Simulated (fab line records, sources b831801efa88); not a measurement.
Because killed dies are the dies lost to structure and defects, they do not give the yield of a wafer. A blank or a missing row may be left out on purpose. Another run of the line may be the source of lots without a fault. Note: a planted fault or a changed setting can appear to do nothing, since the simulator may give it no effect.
fab line records ; flow gf180mcu
record lots=24; wafers=72; last_day=34
route steps=602 shown CONTACT@311 V2@396 M4@459 M5@533 TOP_METAL@571 PASSIVATION@589
lots with no fault: from the same line, run without faults
start_h: start of the lot's first displayed wafer, in hours after the record's first day ; wait_h: hours from the lot's prior step to this one ; " the same as in the row above ; L1.1+2: several wafers, shown together as one row ; - value missing, or start not given ; * or withheld: withheld ; < > ~ a bound
route shown NAME@n: NAME is a module with steps in the file, n the number in the route of the first one ; usual: average and standard deviation across the fault-free wafers ; same: alike in all rows ; chamber/n: place in a boat ; sites: the reading at each site ; _std_site: standard deviation across them ; _edge_site: inner sites' mean taken away from outer sites' mean ; radius_mm: how far each site lies from the wafer's centre ; mask NAME#n: copy n ; behind: the tool/chamber that last shaped the wafer ; hold: what put the lot on hold/how long, in hours/how the hold closed ; device: the n, p or np transistor that did not switch ; end of line: the same wafers' tests at the end of the route ; a step without rows: its recipe alone ; killed: at the first sort, the dies lost to defects and structure; wafer yield is something else ; map: dies across one wafer; x = killed, . = not, _ = none there
set.NAME: the setting that was run; set.NAME@STEP: the one run at that earlier step ; model.NAME: the simulator's own value behind a step, which no gauge read
a sample of lots followed through the steps of the route, with each step as a table and each wafer as a row
services: from which hour (start_h, from the record's first day; less than 0 if before it) a tool's chamber was out of use, for how many hours, and why
## steps
# step GF_CONTACT_CVD_24
# recipe material=W; target_thk_nm=300; time_s=90.339; temp_c=400; pressure_torr=40
# usual heater_power_w=940/100
lot.wafer;tool;chamber;start_h;wait_h;heater_power_w
L074.1;cvd_w-02;0;362.34;0.0;956
L074.2;cvd_w-02;1;362.34;0.0;1086
L074.6;cvd_w-02;1;362.34;0.0;1118
L075.1;cvd_w-01;0;370.10;0.0;825
L075.2;cvd_w-01;1;370.10;0.0;915
L075.4;cvd_w-01;0;370.10;0.0;830
L076.2;cvd_w-02;0;376.15;0.0;955
L076.3;cvd_w-02;0;376.15;0.0;989
L076.4;cvd_w-02;1;376.15;0.0;1075
L077.1;cvd_w-01;0;388.51;0.0;834
L077.2;cvd_w-01;1;388.51;0.0;922
L077.3;cvd_w-01;0;388.51;0.0;822
L078.4;cvd_w-01;1;406.99;0.1;930
L078.5;cvd_w-01;1;406.99;0.1;946
L078.6;cvd_w-01;0;406.99;0.1;824
L079.1;cvd_w-02;0;413.24;0.0;901
L079.4;cvd_w-02;0;413.24;0.0;926
L079.5;cvd_w-02;1;413.24;0.0;1124
L080.2;cvd_w-01;0;421.04;0.0;840
L080.5;cvd_w-01;1;421.04;0.0;951
L080.6;cvd_w-01;0;421.04;0.0;803
L081.2;cvd_w-01;0;427.24;0.0;849
L081.3;cvd_w-01;1;427.24;0.0;923
L081.4;cvd_w-01;0;427.24;0.0;833
L082.1;cvd_w-01;0;437.75;0.0;845
L082.3;cvd_w-01;1;437.75;0.0;952
L082.6;cvd_w-01;1;437.75;0.0;924
L083.1;cvd_w-01;0;454.00;0.0;856
L083.4;cvd_w-01;1;454.00;0.0;948
L083.5;cvd_w-01;0;454.00;0.0;841
L084.2;cvd_w-02;0;463.45;0.0;929
L084.5;cvd_w-02;0;463.45;0.0;928
L084.6;cvd_w-02;1;463.45;0.0;1162
L085.1;cvd_w-01;1;470.23;0.0;956
L085.5;cvd_w-01;0;470.23;0.0;847
L085.6;cvd_w-01;1;470.23;0.0;928
L086.1;cvd_w-02;0;478.64;0.0;959
L086.4;cvd_w-02;0;478.64;0.0;936
L086.5;cvd_w-02;0;478.64;0.0;901
L087.2;cvd_w-01;0;484.99;0.0;854
L087.3;cvd_w-01;0;484.99;0.0;829
L087.4;cvd_w-01;1;484.99;0.0;958
L088.3;cvd_w-02;1;485.15;0.1;1151
L088.4;cvd_w-02;0;485.15;0.1;947
L088.6;cvd_w-02;1;485.15;0.1;1161
L089.1;cvd_w-02;1;500.49;0.0;1145
L089.2;cvd_w-02;0;500.49;0.0;918
L089.6;cvd_w-02;0;500.49;0.0;951
L090.2;cvd_w-01;0;506.23;0.0;835
L090.5;cvd_w-01;0;506.23;0.0;862
L090.6;cvd_w-01;1;506.23;0.0;955
L091.1;cvd_w-01;1;514.88;0.0;928
L091.4;cvd_w-01;1;514.88;0.0;952
L091.5;cvd_w-01;1;514.88;0.0;937
L092.3;cvd_w-01;0;521.22;0.1;837
L092.5;cvd_w-01;0;521.22;0.1;852
L092.6;cvd_w-01;0;521.22;0.1;845
L093.2;cvd_w-01;0;527.53;0.0;845
L093.3;cvd_w-01;1;527.53;0.0;953
L093.5;cvd_w-01;0;527.53;0.0;815
L094.2;cvd_w-01;1;535.09;0.0;949
L094.5;cvd_w-01;0;535.09;0.0;860
L094.6;cvd_w-01;1;535.09;0.0;923
L095.1;cvd_w-02;0;544.04;0.0;923
L095.2;cvd_w-02;1;544.04;0.0;1154
L095.3;cvd_w-02;1;544.04;0.0;1112
L096.3;cvd_w-02;0;548.89;0.1;930
L096.4;cvd_w-02;1;548.89;0.1;1166
L096.6;cvd_w-02;0;548.89;0.1;947
L097.1;cvd_w-01;1;560.30;0.0;930
L097.4;cvd_w-01;1;560.30;0.0;926
L097.6;cvd_w-01;0;560.30;0.0;845
# step GF_V2_CD_MEAS_14
# recipe target_cd_nm=260
# usual cd_nm=260.3/1.1
lot.wafer;tool;chamber;start_h;wait_h;cd_nm
L074.1;cd_sem-02;-;461.68;0.1;259.4
L074.2;cd_sem-02;-;461.68;0.1;260.5
L074.6;cd_sem-02;-;461.68;0.1;261.0
L075.1;cd_sem-01;-;469.73;0.1;260.4
L075.2;cd_sem-01;-;469.73;0.1;260.5
L075.4;cd_sem-01;-;469.73;0.1;259.9
L076.2;cd_sem-02;-;477.00;0.1;262.8
L076.3;cd_sem-02;-;477.00;0.1;262.1
L076.4;cd_sem-02;-;477.00;0.1;262.4
L077.1;cd_sem-02;-;489.52;0.1;259.9
L077.2;cd_sem-02;-;489.52;0.1;259.4
L077.3;cd_sem-02;-;489.52;0.1;260.1
L078.4;cd_sem-01;-;508.48;0.1;259.9
L078.5;cd_sem-01;-;508.48;0.1;259.2
L078.6;cd_sem-01;-;508.48;0.1;260.1
L079.1;cd_sem-02;-;514.86;0.1;260.3
L079.4;cd_sem-02;-;514.86;0.1;259.8
L079.5;cd_sem-02;-;514.86;0.1;261.2
L080.2;cd_sem-01;-;521.55;0.1;259.6
L080.5;cd_sem-01;-;521.55;0.1;260.1
L080.6;cd_sem-01;-;521.55;0.1;260.1
L081.2;cd_sem-02;-;528.84;0.1;259.9
L081.3;cd_sem-02;-;528.84;0.1;259.6
L081.4;cd_sem-02;-;528.84;0.1;259.0
L082.1;cd_sem-02;-;537.53;0.1;259.3
L082.3;cd_sem-02;-;537.53;0.1;260.1
L082.6;cd_sem-02;-;537.53;0.1;259.7
L083.1;cd_sem-02;-;552.91;0.1;260.0
L083.4;cd_sem-02;-;552.91;0.1;260.8
L083.5;cd_sem-02;-;552.91;0.1;260.4
L084.2;cd_sem-02;-;561.83;0.1;260.5
L084.5;cd_sem-02;-;561.83;0.1;262.0
L084.6;cd_sem-02;-;561.83;0.1;260.3
L085.1;cd_sem-02;-;568.98;0.1;260.9
L085.5;cd_sem-02;-;568.98;0.1;260.7
L085.6;cd_sem-02;-;568.98;0.1;260.5
L086.1;cd_sem-01;-;577.26;0.1;261.2
L086.4;cd_sem-01;-;577.26;0.1;262.1
L086.5;cd_sem-01;-;577.26;0.1;260.7
L087.2;cd_sem-01;-;580.35;0.1;259.8
L087.3;cd_sem-01;-;580.35;0.1;259.5
L087.4;cd_sem-01;-;580.35;0.1;259.5
L088.3;cd_sem-02;-;581.21;0.1;261.4
L088.4;cd_sem-02;-;581.21;0.1;260.9
L088.6;cd_sem-02;-;581.21;0.1;260.2
L089.1;cd_sem-01;-;594.73;0.1;261.8
L089.2;cd_sem-01;-;594.73;0.1;261.5
L089.6;cd_sem-01;-;594.73;0.1;263.4
L090.2;cd_sem-01;-;598.59;0.1;258.6
L090.5;cd_sem-01;-;598.59;0.1;258.7
L090.6;cd_sem-01;-;598.59;0.1;258.4
L091.1;cd_sem-02;-;608.22;0.1;259.5
L091.4;cd_sem-02;-;608.22;0.1;258.6
L091.5;cd_sem-02;-;608.22;0.1;260.1
L092.3;cd_sem-01;-;613.76;0.1;259.6
L092.5;cd_sem-01;-;613.76;0.1;258.4
L092.6;cd_sem-01;-;613.76;0.1;258.0
L093.2;cd_sem-01;-;618.59;0.1;259.1
L093.3;cd_sem-01;-;618.59;0.1;258.5
L093.5;cd_sem-01;-;618.59;0.1;259.3
L094.2;cd_sem-02;-;624.64;0.1;261.0
L094.5;cd_sem-02;-;624.64;0.1;260.8
L094.6;cd_sem-02;-;624.64;0.1;259.7
L095.1;cd_sem-02;-;634.31;0.1;258.8
L095.2;cd_sem-02;-;634.31;0.1;258.8
L095.3;cd_sem-02;-;634.31;0.1;260.6
L096.3;cd_sem-02;-;638.46;0.1;262.1
L096.4;cd_sem-02;-;638.46;0.1;263.1
L096.6;cd_sem-02;-;638.46;0.1;261.0
L097.1;cd_sem-02;-;649.17;0.1;261.3
L097.4;cd_sem-02;-;649.17;0.1;260.8
L097.6;cd_sem-02;-;649.17;0.1;260.8
# step GF_M4_SPUTTER_03
# recipe material=Ti; target_thk_nm=10; substrate_temp_c=300; chamber_pressure_pa=0.3; power_w=3000; time_s=6.7
# usual substrate_temp_c=299.98/0.21; throttle_valve_pct=30.5/0.78
lot.wafer;tool;chamber;start_h;wait_h;substrate_temp_c;throttle_valve_pct
L074.1;pvd_sputter-04;-;514.38;0.0;299.99;31.1
L074.2;pvd_sputter-04;-;514.38;0.0;300.14;31.0
L074.6;pvd_sputter-04;-;514.38;0.0;299.78;30.8
L075.1;pvd_sputter-04;-;522.66;0.0;300.28;30.9
L075.2;pvd_sputter-04;-;522.66;0.0;299.96;31.0
L075.4;pvd_sputter-04;-;522.66;0.0;299.59;31.9
L076.2;pvd_sputter-04;-;529.14;0.0;299.95;30.7
L076.3;pvd_sputter-04;-;529.14;0.0;299.55;30.9
L076.4;pvd_sputter-04;-;529.14;0.0;299.86;30.7
L077.1;pvd_sputter-03;-;540.40;0.0;299.94;29.9
L077.2;pvd_sputter-03;-;540.40;0.0;300.06;29.6
L077.3;pvd_sputter-03;-;540.40;0.0;300.16;29.3
L078.4;pvd_sputter-04;-;557.45;0.0;299.81;30.4
L078.5;pvd_sputter-04;-;557.45;0.0;299.99;30.6
L078.6;pvd_sputter-04;-;557.45;0.0;299.85;30.9
L079.1;pvd_sputter-01;-;564.95;0.0;299.71;29.8
L079.4;pvd_sputter-01;-;564.95;0.0;299.89;30.2
L079.5;pvd_sputter-01;-;564.95;0.0;300.05;30.0
L080.2;pvd_sputter-03;-;571.89;0.0;300.16;29.1
L080.5;pvd_sputter-03;-;571.89;0.0;300.34;29.5
L080.6;pvd_sputter-03;-;571.89;0.0;300.23;29.1
L081.2;pvd_sputter-01;-;579.39;0.0;300.46;29.6
L081.3;pvd_sputter-01;-;579.39;0.0;300.27;30.6
L081.4;pvd_sputter-01;-;579.39;0.0;300.08;30.5
L082.1;pvd_sputter-04;-;586.04;0.0;299.88;30.8
L082.3;pvd_sputter-04;-;586.04;0.0;299.84;31.6
L082.6;pvd_sputter-04;-;586.04;0.0;300.10;31.0
L083.1;pvd_sputter-03;-;601.02;0.0;299.71;30.5
L083.4;pvd_sputter-03;-;601.02;0.0;300.09;29.3
L083.5;pvd_sputter-03;-;601.02;0.0;300.06;29.0
L084.2;pvd_sputter-04;-;609.54;0.0;300.14;30.9
L084.5;pvd_sputter-04;-;609.54;0.0;300.10;31.0
L084.6;pvd_sputter-04;-;609.54;0.0;300.45;30.7
L085.1;pvd_sputter-04;-;616.32;0.0;299.77;31.0
L085.5;pvd_sputter-04;-;616.32;0.0;300.15;30.6
L085.6;pvd_sputter-04;-;616.32;0.0;299.97;31.9
L086.1;pvd_sputter-01;-;624.57;0.0;300.10;30.1
L086.4;pvd_sputter-01;-;624.57;0.0;300.36;29.7
L086.5;pvd_sputter-01;-;624.57;0.0;300.37;30.2
L087.2;pvd_sputter-01;-;626.73;0.0;299.65;30.3
L087.3;pvd_sputter-01;-;626.73;0.0;299.99;30.6
L087.4;pvd_sputter-01;-;626.73;0.0;299.67;29.8
L088.3;pvd_sputter-03;-;627.43;0.0;300.03;29.2
L088.4;pvd_sputter-03;-;627.43;0.0;299.96;29.4
L088.6;pvd_sputter-03;-;627.43;0.0;300.19;30.2
L089.1;pvd_sputter-04;-;639.81;0.0;299.76;31.0
L089.2;pvd_sputter-04;-;639.81;0.0;299.90;32.1
L089.6;pvd_sputter-04;-;639.81;0.0;299.97;30.8
L090.2;pvd_sputter-03;-;644.39;0.0;300.01;29.1
L090.5;pvd_sputter-03;-;644.39;0.0;300.02;30.5
L090.6;pvd_sputter-03;-;644.39;0.0;299.99;29.0
L091.1;pvd_sputter-01;-;653.73;0.0;300.08;30.1
L091.4;pvd_sputter-01;-;653.73;0.0;299.60;29.7
L091.5;pvd_sputter-01;-;653.73;0.0;299.89;29.5
L092.3;pvd_sputter-03;-;658.61;0.0;299.57;29.4
L092.5;pvd_sputter-03;-;658.61;0.0;299.99;29.2
L092.6;pvd_sputter-03;-;658.61;0.0;300.01;30.3
L093.2;pvd_sputter-04;-;662.76;0.0;300.03;31.9
L093.3;pvd_sputter-04;-;662.76;0.0;299.67;30.9
L093.5;pvd_sputter-04;-;662.76;0.0;299.80;30.7
L094.2;pvd_sputter-04;-;668.88;0.0;299.97;31.1
L094.5;pvd_sputter-04;-;668.88;0.0;299.98;31.0
L094.6;pvd_sputter-04;-;668.88;0.0;300.29;31.8
L095.1;pvd_sputter-01;-;678.19;0.0;299.96;30.0
L095.2;pvd_sputter-01;-;678.19;0.0;299.93;30.6
L095.3;pvd_sputter-01;-;678.19;0.0;300.11;29.8
L096.3;pvd_sputter-04;-;681.71;0.0;300.56;30.7
L096.4;pvd_sputter-04;-;681.71;0.0;300.13;30.7
L096.6;pvd_sputter-04;-;681.71;0.0;299.91;31.9
L097.1;pvd_sputter-04;-;692.08;0.0;299.51;30.8
L097.4;pvd_sputter-04;-;692.08;0.0;300.05;30.7
L097.6;pvd_sputter-04;-;692.08;0.0;299.78;31.0
# step GF_M5_CD_MEAS_07
# recipe target_cd_nm=280
# usual cd_nm=279.9/1.3
lot.wafer;tool;chamber;start_h;wait_h;cd_nm
L074.1;cd_sem-01;-;605.87;0.1;280.0
L074.2;cd_sem-01;-;605.87;0.1;280.0
L074.6;cd_sem-01;-;605.87;0.1;280.2
L075.1;cd_sem-02;-;613.37;0.1;278.3
L075.2;cd_sem-02;-;613.37;0.1;278.8
L075.4;cd_sem-02;-;613.37;0.1;278.0
L076.2;cd_sem-01;-;620.49;0.1;276.5
L076.3;cd_sem-01;-;620.49;0.1;277.2
L076.4;cd_sem-01;-;620.49;0.1;277.9
L077.1;cd_sem-01;-;629.56;0.1;280.2
L077.2;cd_sem-01;-;629.56;0.1;280.2
L077.3;cd_sem-01;-;629.56;0.1;279.7
L078.4;cd_sem-01;-;645.22;0.1;279.0
L078.5;cd_sem-01;-;645.22;0.1;280.7
L078.6;cd_sem-01;-;645.22;0.1;280.3
L079.1;cd_sem-01;-;652.39;0.1;280.1
L079.4;cd_sem-01;-;652.39;0.1;280.5
L079.5;cd_sem-01;-;652.39;0.1;281.7
L080.2;cd_sem-01;-;657.31;0.1;280.3
L080.5;cd_sem-01;-;657.31;0.1;280.6
L080.6;cd_sem-01;-;657.31;0.1;280.1
L081.2;cd_sem-02;-;665.08;0.1;279.5
L081.3;cd_sem-02;-;665.08;0.1;278.6
L081.4;cd_sem-02;-;665.08;0.1;278.9
L082.1;cd_sem-02;-;670.74;0.1;281.0
L082.3;cd_sem-02;-;670.74;0.1;281.8
L082.6;cd_sem-02;-;670.74;0.1;281.3
L083.1;cd_sem-02;-;684.29;0.1;280.6
L083.4;cd_sem-02;-;684.29;0.1;280.7
L083.5;cd_sem-02;-;684.29;0.1;280.8
L084.2;cd_sem-01;-;693.36;0.1;280.3
L084.5;cd_sem-01;-;693.36;0.1;279.3
L084.6;cd_sem-01;-;693.36;0.1;279.3
L085.1;cd_sem-01;-;698.52;0.1;282.0
L085.5;cd_sem-01;-;698.52;0.1;280.5
L085.6;cd_sem-01;-;698.52;0.1;280.7
L086.1;cd_sem-01;-;703.46;0.1;281.3
L086.4;cd_sem-01;-;703.46;0.1;280.1
L086.5;cd_sem-01;-;703.46;0.1;281.0
L087.2;cd_sem-01;-;706.23;0.1;278.2
L087.3;cd_sem-01;-;706.23;0.1;277.7
L087.4;cd_sem-01;-;706.23;0.1;279.1
L088.3;cd_sem-01;-;707.48;0.1;276.8
L088.4;cd_sem-01;-;707.48;0.1;278.6
L088.6;cd_sem-01;-;707.48;0.1;276.5
L089.1;cd_sem-01;-;719.51;0.1;279.7
L089.2;cd_sem-01;-;719.51;0.1;279.8
L089.6;cd_sem-01;-;719.51;0.1;280.2
L090.2;cd_sem-02;-;723.11;0.1;281.0
L090.5;cd_sem-02;-;723.11;0.1;282.3
L090.6;cd_sem-02;-;723.11;0.1;281.2
L091.1;cd_sem-01;-;732.51;0.1;278.2
L091.4;cd_sem-01;-;732.51;0.1;277.7
L091.5;cd_sem-01;-;732.51;0.1;278.2
L092.3;cd_sem-02;-;736.91;0.1;281.2
L092.5;cd_sem-02;-;736.91;0.1;280.7
L092.6;cd_sem-02;-;736.91;0.1;280.1
L093.2;cd_sem-01;-;739.91;0.1;279.9
L093.3;cd_sem-01;-;739.91;0.1;279.4
L093.5;cd_sem-01;-;739.91;0.1;280.3
L094.2;cd_sem-02;-;745.38;0.1;281.0
L094.5;cd_sem-02;-;745.38;0.1;280.0
L094.6;cd_sem-02;-;745.38;0.1;280.4
L095.1;cd_sem-02;-;753.46;0.1;281.3
L095.2;cd_sem-02;-;753.46;0.1;280.8
L095.3;cd_sem-02;-;753.46;0.1;279.1
L096.3;cd_sem-02;-;756.73;0.1;281.6
L096.4;cd_sem-02;-;756.73;0.1;281.9
L096.6;cd_sem-02;-;756.73;0.1;280.6
L097.1;cd_sem-01;-;767.04;0.1;282.0
L097.4;cd_sem-01;-;767.04;0.1;281.6
L097.6;cd_sem-01;-;767.04;0.1;281.8
# step GF_TOP_METAL_SPUTTER_04
# recipe material=TiN; target_thk_nm=25; power_w=6500; time_s=20.8; chamber_pressure_pa=0.4
# usual throttle_valve_pct=30.3/0.76
lot.wafer;tool;chamber;start_h;wait_h;throttle_valve_pct
L074.1;pvd_sputter-01;-;629.60;0.0;29.6
L074.2;pvd_sputter-01;-;629.60;0.0;30.2
L074.6;pvd_sputter-01;-;629.60;0.0;30.2
L075.1;pvd_sputter-01;-;636.62;0.0;30.0
L075.2;pvd_sputter-01;-;636.62;0.0;29.6
L075.4;pvd_sputter-01;-;636.62;0.0;30.7
L076.2;pvd_sputter-03;-;642.85;0.0;29.3
L076.3;pvd_sputter-03;-;642.85;0.0;30.1
L076.4;pvd_sputter-03;-;642.85;0.0;29.5
L077.1;pvd_sputter-01;-;652.92;0.0;30.4
L077.2;pvd_sputter-01;-;652.92;0.0;30.0
L077.3;pvd_sputter-01;-;652.92;0.0;30.5
L078.4;pvd_sputter-04;-;667.58;0.0;31.1
L078.5;pvd_sputter-04;-;667.58;0.0;31.0
L078.6;pvd_sputter-04;-;667.58;0.0;30.8
L079.1;pvd_sputter-04;-;674.50;0.0;31.0
L079.4;pvd_sputter-04;-;674.50;0.0;30.9
L079.5;pvd_sputter-04;-;674.50;0.0;32.0
L080.2;pvd_sputter-03;-;679.38;0.0;29.7
L080.5;pvd_sputter-03;-;679.38;0.0;29.6
L080.6;pvd_sputter-03;-;679.38;0.0;29.7
L081.2;pvd_sputter-04;-;687.23;0.0;30.7
L081.3;pvd_sputter-04;-;687.23;0.0;31.0
L081.4;pvd_sputter-04;-;687.23;0.0;32.0
L082.1;pvd_sputter-03;-;692.86;0.0;29.4
L082.3;pvd_sputter-03;-;692.86;0.0;29.1
L082.6;pvd_sputter-03;-;692.86;0.0;29.3
L083.1;pvd_sputter-04;-;705.67;0.0;30.8
L083.4;pvd_sputter-04;-;705.67;0.0;31.7
L083.5;pvd_sputter-04;-;705.67;0.0;30.9
L084.2;pvd_sputter-04;-;714.55;0.0;30.6
L084.5;pvd_sputter-04;-;714.55;0.0;30.7
L084.6;pvd_sputter-04;-;714.55;0.0;31.2
L085.1;pvd_sputter-01;-;720.01;0.0;30.4
L085.5;pvd_sputter-01;-;720.01;0.0;29.9
L085.6;pvd_sputter-01;-;720.01;0.0;30.4
L086.1;pvd_sputter-03;-;724.48;0.0;30.2
L086.4;pvd_sputter-03;-;724.48;0.0;29.8
L086.5;pvd_sputter-03;-;724.48;0.0;29.6
L087.2;pvd_sputter-03;-;727.73;0.0;29.5
L087.3;pvd_sputter-03;-;727.73;0.0;29.3
L087.4;pvd_sputter-03;-;727.73;0.0;29.7
L088.3;pvd_sputter-01;-;728.41;0.0;30.5
L088.4;pvd_sputter-01;-;728.41;0.0;30.1
L088.6;pvd_sputter-01;-;728.41;0.0;30.0
L089.1;pvd_sputter-04;-;740.19;0.0;30.7
L089.2;pvd_sputter-04;-;740.19;0.0;30.7
L089.6;pvd_sputter-04;-;740.19;0.0;30.9
L090.2;pvd_sputter-03;-;743.16;0.0;29.1
L090.5;pvd_sputter-03;-;743.16;0.0;29.2
L090.6;pvd_sputter-03;-;743.16;0.0;29.7
L091.1;pvd_sputter-04;-;752.85;0.0;30.4
L091.4;pvd_sputter-04;-;752.85;0.0;31.9
L091.5;pvd_sputter-04;-;752.85;0.0;30.8
L092.3;pvd_sputter-03;-;757.24;0.0;29.7
L092.5;pvd_sputter-03;-;757.24;0.0;30.2
L092.6;pvd_sputter-03;-;757.24;0.0;29.4
L093.2;pvd_sputter-03;-;760.95;0.0;29.6
L093.3;pvd_sputter-03;-;760.95;0.0;29.3
L093.5;pvd_sputter-03;-;760.95;0.0;29.5
L094.2;pvd_sputter-04;-;764.78;0.0;30.7
L094.5;pvd_sputter-04;-;764.78;0.0;32.0
L094.6;pvd_sputter-04;-;764.78;0.0;30.5
L095.1;pvd_sputter-01;-;773.08;0.0;29.6
L095.2;pvd_sputter-01;-;773.08;0.0;30.4
L095.3;pvd_sputter-01;-;773.08;0.0;30.2
L096.3;pvd_sputter-04;-;776.02;0.0;30.5
L096.4;pvd_sputter-04;-;776.02;0.0;30.9
L096.6;pvd_sputter-04;-;776.02;0.0;30.6
L097.1;pvd_sputter-03;-;785.44;0.0;30.1
L097.4;pvd_sputter-03;-;785.44;0.0;29.7
L097.6;pvd_sputter-03;-;785.44;0.0;30.2
# step GF_PASSIVATION_CVD_02
# recipe material=Si3N4; target_thk_nm=700; time_s=486.18; temp_c=400; rf_w=450
# usual heater_power_w=679/94
lot.wafer;tool;chamber;start_h;wait_h;heater_power_w
L074.1;pecvd-03;0;650.94;0.1;668
L074.2;pecvd-03;1;650.94;0.1;641
L074.6;pecvd-03;0;650.94;0.1;694
L075.1;pecvd-03;2;657.11;0.1;640
L075.2;pecvd-03;0;657.11;0.1;719
L075.4;pecvd-03;0;657.11;0.1;715
L076.2;pecvd-01;0;663.87;0.0;704
L076.3;pecvd-01;2;663.87;0.0;933
L076.4;pecvd-01;2;663.87;0.0;938
L077.1;pecvd-03;2;673.43;0.1;676
L077.2;pecvd-03;0;673.43;0.1;698
L077.3;pecvd-03;1;673.43;0.1;598
L078.4;pecvd-01;2;687.66;0.2;853
L078.5;pecvd-01;1;687.66;0.2;656
L078.6;pecvd-01;0;687.66;0.2;570
L079.1;pecvd-04;0;694.97;0.1;639
L079.4;pecvd-04;2;694.97;0.1;769
L079.5;pecvd-04;1;694.97;0.1;646
L080.2;pecvd-04;0;699.11;0.0;650
L080.5;pecvd-04;0;699.11;0.0;680
L080.6;pecvd-04;2;699.11;0.0;752
L081.2;pecvd-01;2;706.54;0.0;848
L081.3;pecvd-01;0;706.54;0.0;690
L081.4;pecvd-01;2;706.54;0.0;910
L082.1;pecvd-03;1;712.27;0.1;641
L082.3;pecvd-03;0;712.27;0.1;736
L082.6;pecvd-03;0;712.27;0.1;605
L083.1;pecvd-01;1;724.49;0.1;648
L083.4;pecvd-01;0;724.49;0.1;680
L083.5;pecvd-01;1;724.49;0.1;651
L084.2;pecvd-03;0;733.08;0.0;700
L084.5;pecvd-03;1;733.08;0.0;665
L084.6;pecvd-03;2;733.08;0.0;544
L085.1;pecvd-03;1;738.13;0.1;650
L085.5;pecvd-03;2;738.13;0.1;610
L085.6;pecvd-03;1;738.13;0.1;531
L086.1;pecvd-04;2;742.53;0.1;659
L086.4;pecvd-04;2;742.53;0.1;729
L086.5;pecvd-04;1;742.53;0.1;640
L087.2;pecvd-04;1;746.01;0.0;772
L087.3;pecvd-04;0;746.01;0.0;676
L087.4;pecvd-04;2;746.01;0.0;651
L088.3;pecvd-04;2;747.02;0.0;811
L088.4;pecvd-04;1;747.02;0.0;639
L088.6;pecvd-04;0;747.02;0.0;747
L089.1;pecvd-04;2;758.21;0.1;703
L089.2;pecvd-04;0;758.21;0.1;606
L089.6;pecvd-04;2;758.21;0.1;731
L090.2;pecvd-03;2;760.96;0.0;632
L090.5;pecvd-03;2;760.96;0.0;641
L090.6;pecvd-03;1;760.96;0.0;665
L091.1;pecvd-01;2;769.94;0.1;902
L091.4;pecvd-01;0;769.94;0.1;697
L091.5;pecvd-01;2;769.94;0.1;935
L092.3;pecvd-01;1;774.24;0.0;620
L092.5;pecvd-01;1;774.24;0.0;656
L092.6;pecvd-01;0;774.24;0.0;675
L093.2;pecvd-03;0;777.65;0.0;678
L093.3;pecvd-03;1;777.65;0.0;524
L093.5;pecvd-03;2;777.65;0.0;597
L094.2;pecvd-04;1;781.28;0.0;693
L094.5;pecvd-04;1;781.28;0.0;726
L094.6;pecvd-04;0;781.28;0.0;728
L095.1;pecvd-03;0;790.01;0.1;676
L095.2;pecvd-03;2;790.01;0.1;546
L095.3;pecvd-03;1;790.01;0.1;633
L096.3;pecvd-03;2;792.37;0.0;637
L096.4;pecvd-03;2;792.37;0.0;658
L096.6;pecvd-03;0;792.37;0.0;665
L097.1;pecvd-03;1;801.21;0.1;585
L097.4;pecvd-03;0;801.21;0.1;586
L097.6;pecvd-03;2;801.21;0.1;540
## services
tool;chamber;start_h;hours;kind
cvd_w-01;0;346.27;5.4;repair
pecvd-03;-;368.88;14.0;pm
cvd_w-01;-;373.82;6.0;pm
pvd_sputter-04;-;392.12;0.5;repair
pvd_sputter-03;-;446.09;1.4;repair
pvd_sputter-03;-;468.45;3.9;repair
cvd_w-01;0;474.74;3.2;repair
cvd_w-01;1;520.93;1.8;repair
pvd_sputter-01;-;526.01;9.5;repair
pvd_sputter-04;-;549.83;3.3;repair
cvd_w-01;-;557.71;0.4;repair
cvd_w-01;-;570.83;1.1;repair
pvd_sputter-04;-;571.33;2.6;repair
pvd_sputter-01;-;597.20;0.5;repair
pvd_sputter-04;-;650.03;1.9;repair
pvd_sputter-03;-;659.74;18.3;repair
pvd_sputter-03;-;685.37;5.2;repair
pvd_sputter-01;-;692.24;1.7;repair
cvd_w-01;-;711.93;2.8;pm
pvd_sputter-04;-;725.88;1.5;repair
pvd_sputter-01;-;747.52;2.0;repair
cvd_w-01;-;760.86;0.4;repair
pvd_sputter-04;-;774.10;0.8;repair
pvd_sputter-04;-;778.32;3.5;repair
## key
fault none
